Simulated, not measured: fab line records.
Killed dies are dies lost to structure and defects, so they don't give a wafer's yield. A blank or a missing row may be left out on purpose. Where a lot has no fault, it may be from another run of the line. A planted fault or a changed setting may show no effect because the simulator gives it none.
fab line records || flow sky130
[record] {"lots": 13, "wafers": 39, "last-day": 50}
route steps=708 shown VIA1@472
lots with no fault: from the same line, run without faults
start-h: hours from the record's first day to the start of the lot's first wafer shown || wait-h: hours elapsed since this lot's preceding step || " same as the row above || L1.1+2: one row covering several wafers at once || - no value present, or no start provided || * or withheld: withheld || < > ~ a bound
route shown NAME@n: names a module that has steps shown in the file, with the first one's number in the route || usual: mean/standard deviation taken from wafers without a fault || same: alike in all rows || chamber/n: place in a boat || sites: each site's reading || _std_site: standard deviation across them || _edge_site: the outer-site mean with the inner-site mean subtracted || radius-mm: for every site, how far away it sits from the centre of the wafer || mask NAME#n: copy n || behind: tool/chamber where the wafer was last shaped || hold: cause of the lot's hold/its duration in hours/its outcome || device: names the non-switching transistor (n, p or np) || end of line: the same wafers' tests at the end of the route || where a step has no rows: the recipe by itself || killed: dies that structure and defects cost at the first sort, which is not the same as the wafer's yield || map: dies across one wafer; x = killed, . = not, _ = none there
set.NAME: the setting that was run; set.NAME@STEP: the one run at that earlier step || model.NAME: the simulator's own value behind a step, which no gauge read
the route's steps for a sample of lots (tables are steps, rows are wafers)
services: a tool's chamber out of use, with start hour (start-h, from the record's first day; less than 0 if before it), hours out, and reason
[[steps]]
[step SKY_VIA1_ETCH_14]
[recipe] {"chemistry": "N2/H2", "target": "BARC", "ion-energy-ev": 200, "source-w": 500, "bias-w": 100, "pressure-mtorr": 30, "n2-flow-sccm": 100, "h2-flow-sccm": 200, "stop-on": "SiO2", "time-s": 45.9, "target-depth-a": 600}
[usual] {"drypump-motor-current-A": "5.7/0.49", "oes-product-au": "0.854/0.0049", "throttle-valve-pct": "13.226/0.0093"}
{"lot.wafer": "L202.3", "tool": "rie-diel-01", "chamber": 2, "start-h": 781.73, "wait-h": 0.0, "drypump-motor-current-A": 6.1, "oes-product-au": 0.850, "rf-hours-counter-h": 1, "throttle-valve-pct": 13.223}
{"lot.wafer": "L202.4", "tool": "rie-diel-01", "chamber": 1, "start-h": 781.73, "wait-h": 0.0, "drypump-motor-current-A": 5.1, "oes-product-au": 0.856, "rf-hours-counter-h": 6, "throttle-valve-pct": 13.224}
{"lot.wafer": "L202.5", "tool": "rie-diel-01", "chamber": 2, "start-h": 781.73, "wait-h": 0.0, "drypump-motor-current-A": 6.1, "oes-product-au": 0.852, "rf-hours-counter-h": "-", "throttle-valve-pct": 13.219}
{"lot.wafer": "L203.1", "tool": "rie-diel-01", "chamber": 1, "start-h": 795.69, "wait-h": 0.0, "drypump-motor-current-A": 5.2, "oes-product-au": 0.863, "rf-hours-counter-h": 7, "throttle-valve-pct": 13.235}
{"lot.wafer": "L203.4", "tool": "rie-diel-01", "chamber": 0, "start-h": 795.69, "wait-h": 0.0, "drypump-motor-current-A": 5.4, "oes-product-au": 0.856, "rf-hours-counter-h": "-", "throttle-valve-pct": 13.235}
{"lot.wafer": "L203.6", "tool": "rie-diel-01", "chamber": 2, "start-h": 795.69, "wait-h": 0.0, "drypump-motor-current-A": 6.1, "oes-product-au": 0.858, "rf-hours-counter-h": "-", "throttle-valve-pct": 13.222}
{"lot.wafer": "L204.1", "tool": "rie-diel-03", "chamber": 0, "start-h": 805.54, "wait-h": 0.0, "drypump-motor-current-A": 6.6, "oes-product-au": 0.845, "rf-hours-counter-h": 10, "throttle-valve-pct": 13.244}
{"lot.wafer": "L204.4", "tool": "rie-diel-03", "chamber": 0, "start-h": 805.54, "wait-h": 0.0, "drypump-motor-current-A": 6.6, "oes-product-au": 0.852, "rf-hours-counter-h": "-", "throttle-valve-pct": 13.216}
{"lot.wafer": "L204.5", "tool": "rie-diel-03", "chamber": 1, "start-h": 805.54, "wait-h": 0.0, "drypump-motor-current-A": 6.4, "oes-product-au": 0.851, "rf-hours-counter-h": "-", "throttle-valve-pct": 13.225}
{"lot.wafer": "L205.1", "tool": "rie-diel-04", "chamber": 2, "start-h": 816.18, "wait-h": 0.0, "drypump-motor-current-A": 5.7, "oes-product-au": 0.851, "rf-hours-counter-h": 19, "throttle-valve-pct": 13.219}
{"lot.wafer": "L205.3", "tool": "rie-diel-04", "chamber": 0, "start-h": 816.18, "wait-h": 0.0, "drypump-motor-current-A": 6.1, "oes-product-au": 0.854, "rf-hours-counter-h": 23, "throttle-valve-pct": 13.217}
{"lot.wafer": "L205.6", "tool": "rie-diel-04", "chamber": 2, "start-h": 816.18, "wait-h": 0.0, "drypump-motor-current-A": 5.7, "oes-product-au": 0.850, "rf-hours-counter-h": "-", "throttle-valve-pct": 13.235}
{"lot.wafer": "L206.3", "tool": "rie-diel-03", "chamber": 2, "start-h": 826.13, "wait-h": 0.0, "drypump-motor-current-A": 5.4, "oes-product-au": 0.860, "rf-hours-counter-h": 9, "throttle-valve-pct": 13.234}
{"lot.wafer": "L206.4", "tool": "rie-diel-03", "chamber": 0, "start-h": 826.13, "wait-h": 0.0, "drypump-motor-current-A": 6.6, "oes-product-au": 0.858, "rf-hours-counter-h": 11, "throttle-valve-pct": 13.234}
{"lot.wafer": "L206.6", "tool": "rie-diel-03", "chamber": 0, "start-h": 826.13, "wait-h": 0.0, "drypump-motor-current-A": 6.6, "oes-product-au": 0.866, "rf-hours-counter-h": "-", "throttle-valve-pct": 13.211}
{"lot.wafer": "L209.3", "tool": "rie-diel-03", "chamber": 0, "start-h": 852.39, "wait-h": 0.0, "drypump-motor-current-A": 6.6, "oes-product-au": 0.853, "rf-hours-counter-h": 12, "throttle-valve-pct": 13.223}
{"lot.wafer": "L209.4", "tool": "rie-diel-03", "chamber": 3, "start-h": 852.39, "wait-h": 0.0, "drypump-motor-current-A": 5.5, "oes-product-au": 0.856, "rf-hours-counter-h": 4, "throttle-valve-pct": 13.215}
{"lot.wafer": "L209.5", "tool": "rie-diel-03", "chamber": 3, "start-h": 852.39, "wait-h": 0.0, "drypump-motor-current-A": 5.5, "oes-product-au": 0.853, "rf-hours-counter-h": "-", "throttle-valve-pct": 13.222}
{"lot.wafer": "L210.2", "tool": "rie-diel-03", "chamber": 2, "start-h": 859.19, "wait-h": 0.0, "drypump-motor-current-A": 5.4, "oes-product-au": 0.846, "rf-hours-counter-h": 10, "throttle-valve-pct": 13.223}
{"lot.wafer": "L210.4", "tool": "rie-diel-03", "chamber": 0, "start-h": 859.19, "wait-h": 0.0, "drypump-motor-current-A": 6.6, "oes-product-au": 0.852, "rf-hours-counter-h": 12, "throttle-valve-pct": 13.215}
{"lot.wafer": "L210.5", "tool": "rie-diel-03", "chamber": 1, "start-h": 859.19, "wait-h": 0.0, "drypump-motor-current-A": 6.4, "oes-product-au": 0.853, "rf-hours-counter-h": "-", "throttle-valve-pct": 13.217}
{"lot.wafer": "L215.2", "tool": "rie-diel-01", "chamber": 3, "start-h": 895.63, "wait-h": 0.0, "drypump-motor-current-A": 5.2, "oes-product-au": 0.855, "rf-hours-counter-h": 15, "throttle-valve-pct": 13.225}
{"lot.wafer": "L215.5", "tool": "rie-diel-01", "chamber": 0, "start-h": 895.63, "wait-h": 0.0, "drypump-motor-current-A": 5.4, "oes-product-au": 0.849, "rf-hours-counter-h": "-", "throttle-valve-pct": 13.233}
{"lot.wafer": "L215.6", "tool": "rie-diel-01", "chamber": 1, "start-h": 895.63, "wait-h": 0.0, "drypump-motor-current-A": 5.1, "oes-product-au": 0.863, "rf-hours-counter-h": "-", "throttle-valve-pct": 13.222}
{"lot.wafer": "L216.2", "tool": "rie-diel-03", "chamber": 0, "start-h": 903.70, "wait-h": 0.0, "drypump-motor-current-A": 6.6, "oes-product-au": 0.851, "rf-hours-counter-h": 13, "throttle-valve-pct": 13.224}
{"lot.wafer": "L216.4", "tool": "rie-diel-03", "chamber": 2, "start-h": 903.70, "wait-h": 0.0, "drypump-motor-current-A": 5.4, "oes-product-au": 0.859, "rf-hours-counter-h": "-", "throttle-valve-pct": 13.212}
{"lot.wafer": "L216.6", "tool": "rie-diel-03", "chamber": 0, "start-h": 903.70, "wait-h": 0.0, "drypump-motor-current-A": 6.6, "oes-product-au": 0.852, "rf-hours-counter-h": "-", "throttle-valve-pct": 13.234}
{"lot.wafer": "L218.3", "tool": "rie-diel-03", "chamber": 1, "start-h": 911.28, "wait-h": 0.0, "drypump-motor-current-A": 6.4, "oes-product-au": 0.857, "rf-hours-counter-h": 15, "throttle-valve-pct": 13.220}
{"lot.wafer": "L218.5", "tool": "rie-diel-03", "chamber": 3, "start-h": 911.28, "wait-h": 0.0, "drypump-motor-current-A": 5.5, "oes-product-au": 0.854, "rf-hours-counter-h": "-", "throttle-valve-pct": 13.228}
{"lot.wafer": "L218.6", "tool": "rie-diel-03", "chamber": 0, "start-h": 911.28, "wait-h": 0.0, "drypump-motor-current-A": 6.6, "oes-product-au": 0.853, "rf-hours-counter-h": "-", "throttle-valve-pct": 13.216}
{"lot.wafer": "L222.1", "tool": "rie-diel-04", "chamber": 2, "start-h": 950.30, "wait-h": 0.0, "drypump-motor-current-A": 5.7, "oes-product-au": 0.859, "rf-hours-counter-h": 23, "throttle-valve-pct": 13.234}
{"lot.wafer": "L222.2", "tool": "rie-diel-04", "chamber": 3, "start-h": 950.30, "wait-h": 0.0, "drypump-motor-current-A": 5.3, "oes-product-au": 0.861, "rf-hours-counter-h": 10, "throttle-valve-pct": 13.227}
{"lot.wafer": "L222.3", "tool": "rie-diel-04", "chamber": 1, "start-h": 950.30, "wait-h": 0.0, "drypump-motor-current-A": 5.8, "oes-product-au": 0.857, "rf-hours-counter-h": 7, "throttle-valve-pct": 13.228}
{"lot.wafer": "L223.4", "tool": "rie-diel-04", "chamber": 3, "start-h": 952.72, "wait-h": 0.0, "drypump-motor-current-A": 5.3, "oes-product-au": 0.860, "rf-hours-counter-h": "-", "throttle-valve-pct": 13.217}
{"lot.wafer": "L223.5", "tool": "rie-diel-04", "chamber": 2, "start-h": 952.72, "wait-h": 0.0, "drypump-motor-current-A": 5.7, "oes-product-au": 0.856, "rf-hours-counter-h": "-", "throttle-valve-pct": 13.216}
{"lot.wafer": "L223.6", "tool": "rie-diel-04", "chamber": 1, "start-h": 952.72, "wait-h": 0.0, "drypump-motor-current-A": 5.9, "oes-product-au": 0.846, "rf-hours-counter-h": "-", "throttle-valve-pct": 13.215}
{"lot.wafer": "L225.1", "tool": "rie-diel-04", "chamber": 3, "start-h": 960.85, "wait-h": 0.0, "drypump-motor-current-A": 5.3, "oes-product-au": 0.845, "rf-hours-counter-h": 10, "throttle-valve-pct": 13.231}
{"lot.wafer": "L225.2", "tool": "rie-diel-04", "chamber": 2, "start-h": 960.85, "wait-h": 0.0, "drypump-motor-current-A": 5.7, "oes-product-au": 0.863, "rf-hours-counter-h": 23, "throttle-valve-pct": 13.219}
{"lot.wafer": "L225.6", "tool": "rie-diel-04", "chamber": 3, "start-h": 960.85, "wait-h": 0.0, "drypump-motor-current-A": 5.3, "oes-product-au": 0.852, "rf-hours-counter-h": "-", "throttle-valve-pct": 13.229}
[step SKY_VIA1_STRIP_16]
[recipe] {"chemistry": "O2/N2", "power-w": 1400, "pressure-mtorr": 1500, "platen-temp-c": "withheld", "o2-flow-sccm": 3000, "n2-flow-sccm": 300, "overash-fraction": 0.5}
[usual] {"drypump-motor-current-A": "6.0/0.46", "oes-product-au": "0.415/0.0046", "strip-time-to-endpoint-s": "4.450/0.019"}
{"lot.wafer": "L202.3", "tool": "plasma-asher-01", "chamber": 1, "start-h": 781.85, "wait-h": 0.1, "drypump-motor-current-A": 5.9, "oes-product-au": 0.413, "rf-hours-counter-h": "-", "strip-time-to-endpoint-s": 4.439}
{"lot.wafer": "L202.4", "tool": "plasma-asher-01", "chamber": 0, "start-h": 781.85, "wait-h": 0.1, "drypump-motor-current-A": 6.1, "oes-product-au": 0.415, "rf-hours-counter-h": "-", "strip-time-to-endpoint-s": 4.461}
{"lot.wafer": "L202.5", "tool": "plasma-asher-01", "chamber": 1, "start-h": 781.85, "wait-h": 0.1, "drypump-motor-current-A": 5.9, "oes-product-au": 0.410, "rf-hours-counter-h": "-", "strip-time-to-endpoint-s": 4.422}
{"lot.wafer": "L203.1", "tool": "plasma-asher-01", "chamber": 0, "start-h": 795.78, "wait-h": 0.0, "drypump-motor-current-A": 6.2, "oes-product-au": 0.411, "rf-hours-counter-h": 99, "strip-time-to-endpoint-s": 4.461}
{"lot.wafer": "L203.4", "tool": "plasma-asher-01", "chamber": 1, "start-h": 795.78, "wait-h": 0.0, "drypump-motor-current-A": 5.9, "oes-product-au": 0.423, "rf-hours-counter-h": "-", "strip-time-to-endpoint-s": 4.447}
{"lot.wafer": "L203.6", "tool": "plasma-asher-01", "chamber": 0, "start-h": 795.78, "wait-h": 0.0, "drypump-motor-current-A": 6.2, "oes-product-au": 0.410, "rf-hours-counter-h": "-", "strip-time-to-endpoint-s": 4.445}
{"lot.wafer": "L204.1", "tool": "plasma-asher-02", "chamber": 1, "start-h": 805.63, "wait-h": 0.0, "drypump-motor-current-A": 5.0, "oes-product-au": 0.419, "rf-hours-counter-h": 7, "strip-time-to-endpoint-s": 4.442}
{"lot.wafer": "L204.4", "tool": "plasma-asher-02", "chamber": 1, "start-h": 805.63, "wait-h": 0.0, "drypump-motor-current-A": 5.1, "oes-product-au": 0.408, "rf-hours-counter-h": "-", "strip-time-to-endpoint-s": 4.427}
{"lot.wafer": "L204.5", "tool": "plasma-asher-02", "chamber": 0, "start-h": 805.63, "wait-h": 0.0, "drypump-motor-current-A": 6.4, "oes-product-au": 0.421, "rf-hours-counter-h": "-", "strip-time-to-endpoint-s": 4.463}
{"lot.wafer": "L205.1", "tool": "plasma-asher-01", "chamber": 0, "start-h": 816.27, "wait-h": 0.0, "drypump-motor-current-A": 6.2, "oes-product-au": 0.412, "rf-hours-counter-h": 101, "strip-time-to-endpoint-s": 4.476}
{"lot.wafer": "L205.3", "tool": "plasma-asher-01", "chamber": 0, "start-h": 816.27, "wait-h": 0.0, "drypump-motor-current-A": 6.2, "oes-product-au": 0.411, "rf-hours-counter-h": "-", "strip-time-to-endpoint-s": 4.490}
{"lot.wafer": "L205.6", "tool": "plasma-asher-01", "chamber": 0, "start-h": 816.27, "wait-h": 0.0, "drypump-motor-current-A": 6.2, "oes-product-au": 0.417, "rf-hours-counter-h": "-", "strip-time-to-endpoint-s": 4.484}
{"lot.wafer": "L206.3", "tool": "plasma-asher-04", "chamber": 0, "start-h": 826.25, "wait-h": 0.1, "drypump-motor-current-A": 6.1, "oes-product-au": 0.417, "rf-hours-counter-h": "-", "strip-time-to-endpoint-s": 4.473}
{"lot.wafer": "L206.4", "tool": "plasma-asher-04", "chamber": 1, "start-h": 826.25, "wait-h": 0.1, "drypump-motor-current-A": 6.2, "oes-product-au": 0.413, "rf-hours-counter-h": "-", "strip-time-to-endpoint-s": 4.440}
{"lot.wafer": "L206.6", "tool": "plasma-asher-04", "chamber": 1, "start-h": 826.25, "wait-h": 0.1, "drypump-motor-current-A": 6.2, "oes-product-au": 0.412, "rf-hours-counter-h": "-", "strip-time-to-endpoint-s": 4.450}
{"lot.wafer": "L209.3", "tool": "plasma-asher-04", "chamber": 0, "start-h": 852.52, "wait-h": 0.1, "drypump-motor-current-A": 6.1, "oes-product-au": 0.422, "rf-hours-counter-h": "-", "strip-time-to-endpoint-s": 4.457}
{"lot.wafer": "L209.4", "tool": "plasma-asher-04", "chamber": 1, "start-h": 852.52, "wait-h": 0.1, "drypump-motor-current-A": 6.3, "oes-product-au": 0.414, "rf-hours-counter-h": "-", "strip-time-to-endpoint-s": 4.434}
{"lot.wafer": "L209.5", "tool": "plasma-asher-04", "chamber": 0, "start-h": 852.52, "wait-h": 0.1, "drypump-motor-current-A": 6.1, "oes-product-au": 0.422, "rf-hours-counter-h": "-", "strip-time-to-endpoint-s": 4.405}
{"lot.wafer": "L210.2", "tool": "plasma-asher-02", "chamber": 1, "start-h": 859.28, "wait-h": 0.0, "drypump-motor-current-A": 5.1, "oes-product-au": 0.413, "rf-hours-counter-h": 12, "strip-time-to-endpoint-s": 4.446}
{"lot.wafer": "L210.4", "tool": "plasma-asher-02", "chamber": 0, "start-h": 859.28, "wait-h": 0.0, "drypump-motor-current-A": 6.4, "oes-product-au": 0.411, "rf-hours-counter-h": "-", "strip-time-to-endpoint-s": 4.444}
{"lot.wafer": "L210.5", "tool": "plasma-asher-02", "chamber": 0, "start-h": 859.28, "wait-h": 0.0, "drypump-motor-current-A": 6.4, "oes-product-au": 0.421, "rf-hours-counter-h": "-", "strip-time-to-endpoint-s": 4.462}
{"lot.wafer": "L215.2", "tool": "plasma-asher-04", "chamber": 1, "start-h": 895.72, "wait-h": 0.0, "drypump-motor-current-A": 6.3, "oes-product-au": 0.415, "rf-hours-counter-h": 73, "strip-time-to-endpoint-s": 4.478}
{"lot.wafer": "L215.5", "tool": "plasma-asher-04", "chamber": 0, "start-h": 895.72, "wait-h": 0.0, "drypump-motor-current-A": 6.1, "oes-product-au": 0.410, "rf-hours-counter-h": "-", "strip-time-to-endpoint-s": 4.484}
{"lot.wafer": "L215.6", "tool": "plasma-asher-04", "chamber": 1, "start-h": 895.72, "wait-h": 0.0, "drypump-motor-current-A": 6.2, "oes-product-au": 0.424, "rf-hours-counter-h": "-", "strip-time-to-endpoint-s": 4.472}
{"lot.wafer": "L216.2", "tool": "plasma-asher-04", "chamber": 0, "start-h": 903.78, "wait-h": 0.0, "drypump-motor-current-A": 6.1, "oes-product-au": 0.426, "rf-hours-counter-h": 74, "strip-time-to-endpoint-s": 4.521}
{"lot.wafer": "L216.4", "tool": "plasma-asher-04", "chamber": 0, "start-h": 903.78, "wait-h": 0.0, "drypump-motor-current-A": 6.1, "oes-product-au": 0.425, "rf-hours-counter-h": "-", "strip-time-to-endpoint-s": 4.534}
{"lot.wafer": "L216.6", "tool": "plasma-asher-04", "chamber": 0, "start-h": 903.78, "wait-h": 0.0, "drypump-motor-current-A": 6.2, "oes-product-au": 0.422, "rf-hours-counter-h": "-", "strip-time-to-endpoint-s": 4.534}
{"lot.wafer": "L218.3", "tool": "plasma-asher-01", "chamber": 1, "start-h": 911.40, "wait-h": 0.1, "drypump-motor-current-A": 5.9, "oes-product-au": 0.408, "rf-hours-counter-h": "-", "strip-time-to-endpoint-s": 4.507}
{"lot.wafer": "L218.5", "tool": "plasma-asher-01", "chamber": 0, "start-h": 911.40, "wait-h": 0.1, "drypump-motor-current-A": 6.2, "oes-product-au": 0.411, "rf-hours-counter-h": "-", "strip-time-to-endpoint-s": 4.517}
{"lot.wafer": "L218.6", "tool": "plasma-asher-01", "chamber": 1, "start-h": 911.40, "wait-h": 0.1, "drypump-motor-current-A": 6.0, "oes-product-au": 0.417, "rf-hours-counter-h": "-", "strip-time-to-endpoint-s": 4.509}
{"lot.wafer": "L222.1", "tool": "plasma-asher-04", "chamber": 0, "start-h": 950.38, "wait-h": 0.0, "drypump-motor-current-A": 6.1, "oes-product-au": 0.415, "rf-hours-counter-h": 78, "strip-time-to-endpoint-s": 4.487}
{"lot.wafer": "L222.2", "tool": "plasma-asher-04", "chamber": 1, "start-h": 950.38, "wait-h": 0.0, "drypump-motor-current-A": 6.2, "oes-product-au": 0.419, "rf-hours-counter-h": 78, "strip-time-to-endpoint-s": 4.456}
{"lot.wafer": "L222.3", "tool": "plasma-asher-04", "chamber": 1, "start-h": 950.38, "wait-h": 0.0, "drypump-motor-current-A": 6.2, "oes-product-au": 0.418, "rf-hours-counter-h": "-", "strip-time-to-endpoint-s": 4.424}
{"lot.wafer": "L223.4", "tool": "plasma-asher-02", "chamber": 0, "start-h": 952.82, "wait-h": 0.0, "drypump-motor-current-A": 6.4, "oes-product-au": 0.413, "rf-hours-counter-h": "-", "strip-time-to-endpoint-s": 4.441}
{"lot.wafer": "L223.5", "tool": "plasma-asher-02", "chamber": 0, "start-h": 952.82, "wait-h": 0.0, "drypump-motor-current-A": 6.4, "oes-product-au": 0.415, "rf-hours-counter-h": "-", "strip-time-to-endpoint-s": 4.468}
{"lot.wafer": "L223.6", "tool": "plasma-asher-02", "chamber": 1, "start-h": 952.82, "wait-h": 0.0, "drypump-motor-current-A": 5.1, "oes-product-au": 0.409, "rf-hours-counter-h": "-", "strip-time-to-endpoint-s": 4.419}
{"lot.wafer": "L225.1", "tool": "plasma-asher-02", "chamber": 0, "start-h": 960.93, "wait-h": 0.0, "drypump-motor-current-A": 6.4, "oes-product-au": 0.413, "rf-hours-counter-h": 22, "strip-time-to-endpoint-s": 4.429}
{"lot.wafer": "L225.2", "tool": "plasma-asher-02", "chamber": 1, "start-h": 960.93, "wait-h": 0.0, "drypump-motor-current-A": 5.1, "oes-product-au": 0.413, "rf-hours-counter-h": 22, "strip-time-to-endpoint-s": 4.450}
{"lot.wafer": "L225.6", "tool": "plasma-asher-02", "chamber": 0, "start-h": 960.93, "wait-h": 0.0, "drypump-motor-current-A": 6.4, "oes-product-au": 0.421, "rf-hours-counter-h": "-", "strip-time-to-endpoint-s": 4.453}
[[services]]
{"tool": "rie-diel-01", "chamber": 3, "start-h": 760.77, "hours": 5.7, "kind": "repair"}
{"tool": "plasma-asher-02", "chamber": "-", "start-h": 770.56, "hours": 0.5, "kind": "repair"}
{"tool": "rie-diel-04", "chamber": 2, "start-h": 771.32, "hours": 3.8, "kind": "repair"}
{"tool": "plasma-asher-04", "chamber": "-", "start-h": 775.66, "hours": 28.1, "kind": "pm"}
{"tool": "rie-diel-01", "chamber": 3, "start-h": 788.17, "hours": 11.7, "kind": "repair"}
{"tool": "rie-diel-03", "chamber": 2, "start-h": 793.93, "hours": 12.4, "kind": "repair"}
{"tool": "plasma-asher-04", "chamber": "-", "start-h": 803.76, "hours": 15.6, "kind": "pm"}
{"tool": "plasma-asher-02", "chamber": "-", "start-h": 841.07, "hours": 5.9, "kind": "repair"}
{"tool": "rie-diel-03", "chamber": 1, "start-h": 892.70, "hours": 13.3, "kind": "repair"}
{"tool": "rie-diel-04", "chamber": "-", "start-h": 910.08, "hours": 2.8, "kind": "pm"}
{"tool": "rie-diel-03", "chamber": 3, "start-h": 913.71, "hours": 4.5, "kind": "repair"}
{"tool": "rie-diel-01", "chamber": 1, "start-h": 932.90, "hours": 3.6, "kind": "repair"}
{"tool": "plasma-asher-02", "chamber": "-", "start-h": 946.07, "hours": 0.6, "kind": "repair"}
{"tool": "rie-diel-04", "chamber": 0, "start-h": 946.98, "hours": "-", "kind": "clean"}
{"tool": "rie-diel-04", "chamber": 0, "start-h": 946.98, "hours": "-", "kind": "consumable-replace:showerhead"}
{"tool": "rie-diel-04", "chamber": 0, "start-h": 946.98, "hours": 21.3, "kind": "scheduled-down"}
{"tool": "rie-diel-04", "chamber": 0, "start-h": 946.98, "hours": 21.3, "kind": "vent-cycle"}
{"tool": "rie-diel-01", "chamber": 0, "start-h": 960.96, "hours": 5.5, "kind": "repair"}
[[key]]
[first-sign] {"step": "SKY_VIA1_STRIP_16", "reading": "strip-time-to-endpoint-s", "direction": "up", "sigmas": 3.6, "usual": "*", "struck": "*"}
effect none on later readings
met-at SKY_VIA1_ETCH_14
struck-lots L216,L218
onset-between 859.19 903.70
[fault] {"kind": "process-parameter-drift", "tool": "rie-diel-03", "chamber": "-", "onset-h": 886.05, "steps": "SKY_VIA1_ETCH_14", "channel": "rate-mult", "offset": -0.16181, "shape": "step", "end-h": 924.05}
